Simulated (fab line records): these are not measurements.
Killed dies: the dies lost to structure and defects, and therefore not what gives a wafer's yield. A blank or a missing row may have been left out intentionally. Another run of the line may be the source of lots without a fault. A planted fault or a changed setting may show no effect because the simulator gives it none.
fab line records + flow sky130
record
- lots=5
- wafers=15
- last-day=51
route steps=708 shown CONTACT@412 PAD_OPEN@708
lots that met no fault: taken from a fault-free run of the same line
start-h: hours from the record's first day to the start of the lot's first wafer shown + wait-h: how many hours have passed since the lot's step before this one + " identical to the entry in the row above + L1.1+2: a row that stands for several wafers + - no value present, or no start provided + * or withheld: withheld + < > ~ a bound
route shown NAME@n: NAME is a module with steps in the file, n the number in the route of the first one + usual: mean and standard deviation over wafers with no fault + same: alike in all rows + chamber/n: place in a boat + sites: the reading at each site + _std_site: the values' standard deviation + _edge_site: inner sites' mean taken away from outer sites' mean + radius-mm: for every site, how far away it sits from the centre of the wafer + mask NAME#n: copy n + behind: tool/chamber where the wafer was last shaped + hold: the reason the lot was held/the length of the hold in hours/how it ended + device: the transistor (n, p or np) that didn't switch + end of line: at the end of the route, the tests of the same wafers + a step without rows: its recipe alone + killed: not the wafer's yield, but the dies lost to structure and defects at the first sort + map: per-die view of a wafer (x killed, . not killed, _ where there is no die)
set.NAME: the setting the step ran with; set.NAME@STEP: the setting that earlier step ran with + model.NAME: the simulator's own value behind a step, which no gauge read
lots seen at some steps along the route; tables by step, rows by wafer
services: a tool's chamber out of use, with start hour (start-h, from the record's first day; less than 0 if before it), hours out, and reason
## steps
# step SKY_CONTACT_DEHYDRATE_06
# recipe
- temp-c=200
- time-s=60
# step SKY_CONTACT_HMDS_07
# recipe
- prime-time-s=60
- prime-temp-c=120
# step SKY_CONTACT_COAT_08
# recipe
- resist=BARC
- temp-c=withheld
- time-s=withheld
- spin-rpm=3000
- resist-thk-nm=60
# step SKY_CONTACT_COAT_09
# recipe
- resist=KrF-thick
- spin-rpm=3000
- resist-thk-nm=450
# step SKY_CONTACT_SOFTBAKE_10
# recipe
- temp-c=100
- time-s=90
- resist=KrF-thick
# step SKY_CONTACT_EXPOSE_11
# recipe
- mask-id=CTM1
- na=0.8
- source-shape=annular
- sigma-inner=0.55
- sigma-outer=0.85
- target-cd-nm=170
- dose-mj=38
# step SKY_CONTACT_PEB_12
# recipe
- peb-temp-c=withheld
- peb-time-s=withheld
- resist=KrF-thick
# step SKY_CONTACT_DEVELOP_13
# recipe
- develop-time-s=60
- resist=KrF-thick
- dev-temp-c=21
# step SKY_CONTACT_CD_MEAS_14
# recipe
- target-cd-nm=170
# usual
- cd-nm=169.6/1.6
| lot.wafer | tool      | chamber | start-h | wait-h | cd-nm |
|-----------|-----------|---------|---------|--------|-------|
| L442.1    | cd-sem-01 | -       | 783.65  | -      | 170.3 |
| L442.2    | "         | -       | "       | "      | 169.9 |
| L442.6    | "         | -       | "       | "      | 169.9 |
| L447.1    | cd-sem-02 | -       | 821.87  | -      | 169.8 |
| L447.5    | "         | -       | "       | "      | 171.5 |
| L447.6    | "         | -       | "       | "      | 170.9 |
| L451.3    | cd-sem-01 | -       | 858.91  | -      | 169.0 |
| L451.5    | "         | -       | "       | "      | 168.1 |
| L451.6    | "         | -       | "       | "      | 169.4 |
| L452.1    | cd-sem-01 | -       | 866.67  | -      | 169.3 |
| L452.2    | "         | -       | "       | "      | 169.4 |
| L452.5    | "         | -       | "       | "      | 169.8 |
| L459.1    | cd-sem-01 | -       | 918.91  | -      | 172.1 |
| L459.2    | "         | -       | "       | "      | 173.0 |
| L459.3    | "         | -       | "       | "      | 172.4 |
# step SKY_CONTACT_OVL_MEAS_15
# usual
- CONTACT_OVL=2/6.4
| lot.wafer | tool       | chamber | start-h | wait-h | CONTACT_OVL[nm] |
|-----------|------------|---------|---------|--------|-----------------|
| L442.1    | overlay-02 | -       | 783.77  | 0.1    | 5               |
| L442.2    | "          | -       | "       | "      | 5               |
| L442.6    | "          | -       | "       | "      | -1              |
| L447.1    | overlay-01 | -       | 821.99  | 0.1    | -6              |
| L447.5    | "          | -       | "       | "      | -8              |
| L447.6    | "          | -       | "       | "      | -10             |
| L451.3    | overlay-01 | -       | 859.00  | 0.1    | 6               |
| L451.5    | "          | -       | "       | "      | 21              |
| L451.6    | "          | -       | "       | "      | 14              |
| L452.1    | overlay-01 | -       | 866.79  | 0.1    | 5               |
| L452.2    | "          | -       | "       | "      | -4              |
| L452.5    | "          | -       | "       | "      | 5               |
| L459.1    | overlay-01 | -       | 919.03  | 0.1    | 11              |
| L459.2    | "          | -       | "       | "      | 9               |
| L459.3    | "          | -       | "       | "      | 7               |
# step SKY_CONTACT_ETCH_16
# recipe
- chemistry=N2/H2
- target=BARC
- ion-energy-ev=200
- source-w=500
- bias-w=100
- pressure-mtorr=30
- n2-flow-sccm=100
- h2-flow-sccm=200
- stop-on=SiO2
- time-s=45.9
- target-depth-a=600
# usual
- drypump-motor-current-A=5.7/0.48
- n2-flow-sccm=100.0/0.3
- oes-product-au=0.855/0.0046
- throttle-valve-pct=13.225/0.009
| lot.wafer | tool        | chamber | start-h | wait-h | drypump-motor-current-A | n2-flow-sccm | oes-product-au | rf-hours-counter-h | throttle-valve-pct |
|-----------|-------------|---------|---------|--------|-------------------------|--------------|----------------|--------------------|--------------------|
| L442.1    | rie-diel-04 | 2       | 783.81  | 0.0    | 5.6                     | 99.6         | 0.857          | 18                 | 13.216             |
| L442.2    | "           | 3       | "       | "      | 6.6                     | 100.0        | 0.855          | 11                 | 13.229             |
| L442.6    | "           | 2       | "       | "      | 5.6                     | 99.5         | 0.856          | -                  | 13.219             |
| L447.1    | rie-diel-04 | 0       | 822.03  | 0.0    | 5.4                     | 100.1        | 0.853          | 4                  | 13.211             |
| L447.5    | "           | 1       | "       | "      | 5.2                     | 100.0        | 0.850          | -                  | 13.228             |
| L447.6    | "           | 0       | "       | "      | 5.3                     | 100.1        | 0.851          | -                  | 13.228             |
| L451.3    | rie-diel-04 | 0       | 859.03  | 0.0    | 5.4                     | 100.2        | 0.849          | 5                  | 13.223             |
| L451.5    | "           | 2       | "       | "      | 5.6                     | 100.5        | 0.860          | -                  | 13.238             |
| L451.6    | "           | 1       | "       | "      | 5.2                     | 100.0        | 0.861          | -                  | 13.213             |
| L452.1    | rie-diel-02 | 0       | 866.83  | 0.0    | 5.1                     | 99.6         | 0.856          | 12                 | 13.235             |
| L452.2    | "           | 1       | "       | "      | 6.1                     | 99.8         | 0.853          | 19                 | 13.222             |
| L452.5    | "           | 0       | "       | "      | 5.2                     | 100.2        | 0.866          | -                  | 13.221             |
| L459.1    | rie-diel-02 | 0       | 919.07  | 0.0    | 5.2                     | 99.8         | 0.856          | 14                 | 13.233             |
| L459.2    | "           | 1       | "       | "      | 6.1                     | 100.2        | 0.859          | 20                 | 13.215             |
| L459.3    | "           | 2       | "       | "      | 6.1                     | 100.0        | 0.861          | 2                  | 13.231             |
# step SKY_CONTACT_ETCH_17
# recipe
- target=SiO2
- chemistry=C4F8/O2/Ar
- stop-on=Si3N4
- mask-material=KrF-thick
- source-w=1500
- bias-w=1200
- pressure-mtorr=40
- c4f8-flow-sccm=withheld
- O2_flow_sccm=6
- Ar_flow_sccm=300
- time-s=withheld
- target-depth-a=3400
# usual
- oes-product-au=0.892/0.0051
| lot.wafer | tool        | chamber | start-h | wait-h | oes-product-au |
|-----------|-------------|---------|---------|--------|----------------|
| L442.1    | rie-diel-04 | 2       | 783.85  | 0.0    | 0.899          |
| L442.2    | "           | 3       | "       | "      | 0.887          |
| L442.6    | "           | 2       | "       | "      | 0.891          |
| L447.1    | rie-diel-04 | 0       | 822.07  | 0.0    | 0.887          |
| L447.5    | "           | 1       | "       | "      | 0.884          |
| L447.6    | "           | 0       | "       | "      | 0.888          |
| L451.3    | rie-diel-04 | 0       | 859.07  | 0.0    | 0.890          |
| L451.5    | "           | 2       | "       | "      | 0.884          |
| L451.6    | "           | 1       | "       | "      | 0.891          |
| L452.1    | rie-diel-02 | 0       | 866.87  | 0.0    | 0.895          |
| L452.2    | "           | 1       | "       | "      | 0.891          |
| L452.5    | "           | 0       | "       | "      | 0.899          |
| L459.1    | rie-diel-02 | 0       | 919.11  | 0.0    | 0.895          |
| L459.2    | "           | 1       | "       | "      | 0.893          |
| L459.3    | "           | 2       | "       | "      | 0.890          |
# step SKY_CONTACT_ETCH_18
# recipe
- target=Si3N4
- chemistry=CHF3/O2
- stop-on=TiN
- source-w=600
- bias-w=200
- pressure-mtorr=40
- chf3-flow-sccm=50
- O2_flow_sccm=5
- time-s=39
- target-depth-a=750
# usual
- chf3-flow-sccm=49.98/0.16
- drypump-motor-current-A=5.7/0.48
- oes-product-au=0.854/0.0079
- throttle-valve-pct=8.793/0.0099
| lot.wafer | tool        | chamber | start-h | wait-h | chf3-flow-sccm | drypump-motor-current-A | oes-product-au | rf-hours-counter-h | throttle-valve-pct | model.KrF-thick_of_CONTACT_COAT_09.thk-nm |
|-----------|-------------|---------|---------|--------|----------------|-------------------------|----------------|--------------------|--------------------|-------------------------------------------|
| L442.1    | rie-diel-04 | 2       | 783     | -      | 50.00          | 5.6                     | 0.856          | 18                 | 8.809              | 247.3                                     |
| L442.2    | "           | 3       | "       | "      | 50.11          | 6.6                     | 0.842          | 11                 | 8.794              | 240.9                                     |
| L442.6    | "           | 2       | "       | "      | 50.13          | 5.6                     | 0.856          | -                  | 8.788              | 248.5                                     |
| L447.1    | rie-diel-04 | 0       | 822     | -      | 50.15          | 5.3                     | 0.860          | 4                  | 8.782              | 244.6                                     |
| L447.5    | "           | 1       | "       | "      | 50.03          | 5.2                     | 0.870          | -                  | 8.793              | 248.9                                     |
| L447.6    | "           | 0       | "       | "      | 50.06          | 5.3                     | 0.858          | -                  | 8.794              | 244.3                                     |
| L451.3    | rie-diel-04 | 0       | 859     | -      | 49.98          | 5.3                     | 0.857          | 5                  | 8.799              | 244.7                                     |
| L451.5    | "           | 2       | "       | "      | 49.65          | 5.6                     | 0.859          | -                  | 8.798              | 248.3                                     |
| L451.6    | "           | 1       | "       | "      | 50.12          | 5.2                     | 0.852          | -                  | 8.790              | 257.7                                     |
| L452.1    | rie-diel-02 | 0       | 866     | -      | 49.88          | 5.1                     | 0.852          | 13                 | 8.806              | 240.1                                     |
| L452.2    | "           | 1       | "       | "      | 49.94          | 6.1                     | 0.854          | 19                 | 8.779              | 240.3                                     |
| L452.5    | "           | 0       | "       | "      | 49.97          | 5.2                     | 0.863          | -                  | 8.794              | 240.6                                     |
| L459.1    | rie-diel-02 | 0       | 919     | -      | 50.01          | 5.2                     | 0.853          | 14                 | 8.796              | 240.1                                     |
| L459.2    | "           | 1       | "       | "      | 49.94          | 6.1                     | 0.845          | 20                 | 8.794              | 240.7                                     |
| L459.3    | "           | 2       | "       | "      | 49.86          | 6.1                     | 0.842          | 2                  | 8.787              | 240.5                                     |
# step SKY_CONTACT_STRIP_19
# recipe
- chemistry=O2/N2
- power-w=1400
- pressure-mtorr=1500
- platen-temp-c=withheld
- o2-flow-sccm=3000
- n2-flow-sccm=300
- overash-fraction=0.5
# usual
- drypump-motor-current-A=5.5/0.49
- n2-flow-sccm=300.0/0.93
- oes-product-au=0.381/0.0045
- strip-time-to-endpoint-s=3.62/0.035
| lot.wafer | tool            | chamber | start-h | wait-h | drypump-motor-current-A | n2-flow-sccm | oes-product-au | rf-hours-counter-h | strip-time-to-endpoint-s |
|-----------|-----------------|---------|---------|--------|-------------------------|--------------|----------------|--------------------|--------------------------|
| L442.1    | plasma-asher-02 | 1       | 783.94  | -      | 5.6                     | 300.7        | 0.382          | 67                 | 3.67                     |
| L442.2    | "               | 0       | "       | "      | 5.1                     | 300.4        | 0.384          | 67                 | 3.59                     |
| L442.6    | "               | 0       | "       | "      | 5.1                     | 300.6        | 0.377          | -                  | 3.69                     |
| L447.1    | plasma-asher-03 | 0       | 822.16  | -      | 6.4                     | 300.2        | 0.385          | 8                  | 3.63                     |
| L447.5    | "               | 1       | "       | "      | 5.8                     | 299.5        | 0.379          | -                  | 3.69                     |
| L447.6    | "               | 0       | "       | "      | 6.3                     | 300.4        | 0.376          | -                  | 3.64                     |
| L451.3    | plasma-asher-03 | 0       | 859.19  | -      | 6.3                     | 300.4        | 0.388          | -                  | 3.63                     |
| L451.5    | "               | 0       | "       | "      | 6.4                     | 299.5        | 0.376          | -                  | 3.68                     |
| L451.6    | "               | 1       | "       | "      | 5.8                     | 299.0        | 0.392          | -                  | 3.77                     |
| L452.1    | plasma-asher-03 | 1       | 866.96  | -      | 5.8                     | 300.3        | 0.367          | 12                 | 3.58                     |
| L452.2    | "               | 0       | "       | "      | 6.3                     | 300.3        | 0.379          | 12                 | 3.59                     |
| L452.5    | "               | 0       | "       | "      | 6.3                     | 299.9        | 0.375          | -                  | 3.58                     |
| L459.1    | plasma-asher-02 | 1       | 919.20  | -      | 5.6                     | 299.5        | 0.382          | 80                 | 3.59                     |
| L459.2    | "               | 0       | "       | "      | 5.1                     | 299.6        | 0.382          | 80                 | 3.58                     |
| L459.3    | "               | 0       | "       | "      | 5.1                     | 300.7        | 0.387          | -                  | 3.60                     |
# step SKY_CONTACT_STRIP_20
# recipe
- chemistry=post-etch-residue-remover
- time-s=1200
- temp-c=72.5
# step SKY_PAD_OPEN_PROBE_99
# usual
- killed_at_M0_to_M3=44/7.4
- killed_at_M4_up=3.1/1.8
- killed-at-contacts=25/6
- killed-at-front-end=15/4.4
- killed-at-other=0.3/0.49
- killed-dies=88/10
- killed-on-rim=17/3.6
- killed-open=48/7.4
- killed-short=39/6.3
# same
- gross-dies=492
- killed-at-back-side=0
| lot.wafer | tool      | chamber | start-h | wait-h | killed_at_M0_to_M3 | killed_at_M4_up | killed-at-contacts | killed-at-front-end | killed-at-other | killed-dies | killed-on-rim | killed-open | killed-short |
|-----------|-----------|---------|---------|--------|--------------------|-----------------|--------------------|---------------------|-----------------|-------------|---------------|-------------|--------------|
| L442.1    | prober-01 | -       | 1118.00 | 0.1    | 42                 | 2               | 19                 | 19                  | 0               | 82          | 21            | 39          | 43           |
| L442.2    | prober-01 | -       | 1118.05 | 0.1    | 48                 | 4               | 24                 | 9                   | 1               | 86          | 12            | 42          | 44           |
| L442.6    | prober-01 | -       | 1118.25 | 0.2    | 37                 | 2               | 30                 | 17                  | 0               | 86          | 13            | 51          | 35           |
| L447.1    | prober-01 | -       | 1144.26 | 0.1    | 52                 | 3               | 24                 | 15                  | 0               | 94          | 18            | 49          | 45           |
| L447.5    | prober-01 | -       | 1144.46 | 0.2    | 49                 | 2               | 23                 | 15                  | 1               | 90          | 14            | 53          | 37           |
| L447.6    | prober-01 | -       | 1144.51 | 0.2    | 38                 | 4               | 24                 | 15                  | 0               | 81          | 18            | 45          | 36           |
| L451.3    | prober-01 | -       | 1171.27 | 0.2    | 54                 | 1               | 27                 | 16                  | 0               | 98          | 22            | 55          | 43           |
| L451.5    | prober-01 | -       | 1171.37 | 0.2    | 47                 | 3               | 18                 | 18                  | 0               | 86          | 21            | 48          | 37           |
| L451.6    | prober-01 | -       | 1171.42 | 0.2    | 34                 | 4               | 33                 | 11                  | 1               | 83          | 16            | 46          | 36           |
| L452.1    | prober-02 | -       | 1178.30 | 0.1    | 49                 | 5               | 19                 | 9                   | 0               | 82          | 9             | 51          | 31           |
| L452.2    | prober-02 | -       | 1178.35 | 0.1    | 44                 | 3               | 27                 | 17                  | 0               | 91          | 15            | 41          | 50           |
| L452.5    | prober-02 | -       | 1178.50 | 0.2    | 35                 | 2               | 14                 | 18                  | 0               | 69          | 10            | 32          | 37           |
| L459.1    | prober-02 | -       | 1213.25 | 0.1    | 36                 | 2               | 26                 | 17                  | 1               | 82          | 19            | 41          | 41           |
| L459.2    | prober-02 | -       | 1213.30 | 0.1    | 41                 | 4               | 24                 | 8                   | 2               | 79          | 18            | 41          | 38           |
| L459.3    | prober-02 | -       | 1213.35 | 0.2    | 31                 | 2               | 15                 | 20                  | 0               | 68          | 13            | 35          | 33           |
# killed by level:class
L442.1 CONTACT:geometric-particle:open=8 FIELD_ISO:geometric-particle:short=6 VIA1:geometric-particle:short=6 VIA1:geometric-particle:open=6 VIA3:geometric-particle:open=6 VIA2:geometric-particle:open=5 SPACER:geometric-particle:short=4 CONTACT:geometric-particle:short=4
L442.2 METAL1:geometric-particle:short=11 LI_CONTACT:geometric-particle:open=9 VIA2:geometric-particle:open=7 CONTACT:geometric-particle:short=6 VIA1:geometric-particle:open=6 VIA3:geometric-particle:open=6 CONTACT:geometric-particle:open=5 FIELD_ISO:geometric-particle:short=4
L442.6 LI_CONTACT:geometric-particle:open=13 VIA1:geometric-particle:open=10 CONTACT:geometric-particle:open=7 VIA3:geometric-particle:open=7 CONTACT:geometric-particle:short=6 METAL3:geometric-particle:short=5 FIELD_ISO:geometric-particle:short=4 METAL1:geometric-particle:short=4
L447.1 VIA1:geometric-particle:open=13 CONTACT:geometric-particle:open=9 METAL2:geometric-particle:short=6 VIA2:geometric-particle:open=6 VIA1:geometric-particle:short=6 POLY_GATE:geometric-particle:short=5 LI_CONTACT:geometric-particle:open=5 LOCAL_INTERCONNECT:geometric-particle:short=5
L447.5 VIA2:geometric-particle:open=13 VIA1:geometric-particle:open=12 LI_CONTACT:geometric-particle:open=9 VIA1:geometric-particle:short=6 FIELD_ISO:geometric-particle:open=5 POLY_GATE:geometric-particle:short=5 CONTACT:geometric-particle:open=5 METAL2:geometric-particle:short=5
L447.6 LI_CONTACT:geometric-particle:open=8 CONTACT:geometric-particle:open=8 VIA3:geometric-particle:open=8 METAL1:geometric-particle:short=5 METAL2:geometric-particle:short=5 FIELD_ISO:geometric-particle:open=4 POLY_GATE:geometric-particle:short=4 METAL3:geometric-particle:short=4
L451.3 CONTACT:geometric-particle:open=13 VIA1:geometric-particle:open=12 VIA1:geometric-particle:short=8 METAL1:geometric-particle:short=6 LI_CONTACT:geometric-particle:open=6 POLY_GATE:geometric-particle:open=5 LI_CONTACT:geometric-particle:short=5 METAL2:geometric-particle:short=5
L451.5 VIA1:geometric-particle:open=12 CONTACT:geometric-particle:open=9 METAL1:geometric-particle:short=6 VIA2:geometric-particle:open=6 VIA1:geometric-particle:short=6 FIELD_ISO:geometric-particle:short=5 CONTACT:geometric-particle:short=5 METAL2:geometric-particle:short=5
L451.6 CONTACT:geometric-particle:open=11 VIA1:geometric-particle:open=10 CONTACT:geometric-particle:short=8 LI_CONTACT:geometric-particle:open=7 POLY_GATE:geometric-particle:short=5 VIA3:geometric-particle:short=5 VIA3:geometric-particle:open=4 POLY_CUT:geometric-particle:open=3
L452.1 VIA2:geometric-particle:open=10 VIA1:geometric-particle:open=9 VIA3:geometric-particle:open=8 LI_CONTACT:geometric-particle:open=7 METAL3:geometric-particle:short=4 POLY_GATE:geometric-particle:open=4 METAL2:geometric-particle:short=4 CONTACT:geometric-particle:short=4
L452.2 LI_CONTACT:geometric-particle:open=10 CONTACT:geometric-particle:open=9 VIA1:geometric-particle:open=8 POLY_GATE:geometric-particle:short=7 METAL1:geometric-particle:short=6 VIA3:geometric-particle:short=6 METAL2:geometric-particle:short=6 FIELD_ISO:geometric-particle:short=5
L452.5 FIELD_ISO:geometric-particle:short=7 VIA2:geometric-particle:open=7 METAL1:geometric-particle:short=7 VIA1:geometric-particle:open=5 CONTACT:geometric-particle:open=5 METAL3:geometric-particle:short=5 LI_CONTACT:geometric-particle:short=3 POLY_GATE:geometric-particle:short=3
L459.1 LI_CONTACT:geometric-particle:open=8 VIA2:geometric-particle:open=8 CONTACT:geometric-particle:open=7 VIA1:geometric-particle:open=7 METAL2:geometric-particle:short=6 FIELD_ISO:geometric-particle:short=5 POLY_GATE:geometric-particle:short=5 FIELD_ISO:geometric-particle:open=4
L459.2 CONTACT:geometric-particle:open=8 VIA1:geometric-particle:open=8 LI_CONTACT:geometric-particle:open=6 CONTACT:geometric-particle:short=6 VIA2:geometric-particle:open=6 METAL2:geometric-particle:short=6 VIA1:geometric-particle:short=5 VIA3:geometric-particle:open=5
L459.3 METAL2:geometric-particle:short=7 FIELD_ISO:geometric-particle:open=6 VIA2:geometric-particle:open=6 LI_CONTACT:geometric-particle:open=5 CONTACT:geometric-particle:open=5 POLY_GATE:geometric-particle:short=4 VIA1:geometric-particle:open=4 FIELD_ISO:geometric-particle:short=3
## services
| tool        | chamber | start-h | hours | kind           |
|-------------|---------|---------|-------|----------------|
| rie-diel-04 | -       | 770.10  | 4.3   | pm             |
| rie-diel-04 | 0       | 824.30  | 7.4   | repair         |
| rie-diel-04 | 1       | 840.81  | 7.8   | repair         |
| rie-diel-02 | 2       | 841.73  | -     | clean          |
| rie-diel-02 | 2       | 841.73  | 26.1  | scheduled-down |
| rie-diel-02 | 2       | 841.73  | 26.1  | vent-cycle     |
| rie-diel-04 | 3       | 857.72  | 8.3   | repair         |
| rie-diel-04 | 1       | 884.78  | 2.2   | repair         |
| rie-diel-02 | 3       | 914.49  | 4.4   | repair         |
| rie-diel-04 | 0       | 916.28  | 13.4  | repair         |
## key
first-sign
- step=SKY_CONTACT_STRIP_19
- reading=strip-time-to-endpoint-s
- direction=up
- sigmas=4.3
- usual=*
- struck=*
effect none on later readings
model-effect
- step=SKY_CONTACT_ETCH_18
- value=KrF-thick_of_CONTACT_COAT_09.thk-nm
- without=245.3
- struck=257.7
met-at SKY_CONTACT_ETCH_18
struck-wafers L451.6
tester-left-out L451
onset-between 822 859
fault
- kind=process-parameter-drift
- tool=rie-diel-04
- chamber=-
- onset-h=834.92
- steps=SKY_CONTACT_ETCH_18
- channel=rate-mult
- offset=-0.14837
- shape=step
- end-h=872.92
- scope=struck-wafers-only
# tester-left-out: of these lots the tester's yield and bins aren't shown, on N5 and GAA mostly nor the transistor test; their killed dies are dies lost to structure and defects alone, not to doping, threshold or leakage, so they don't give the yield
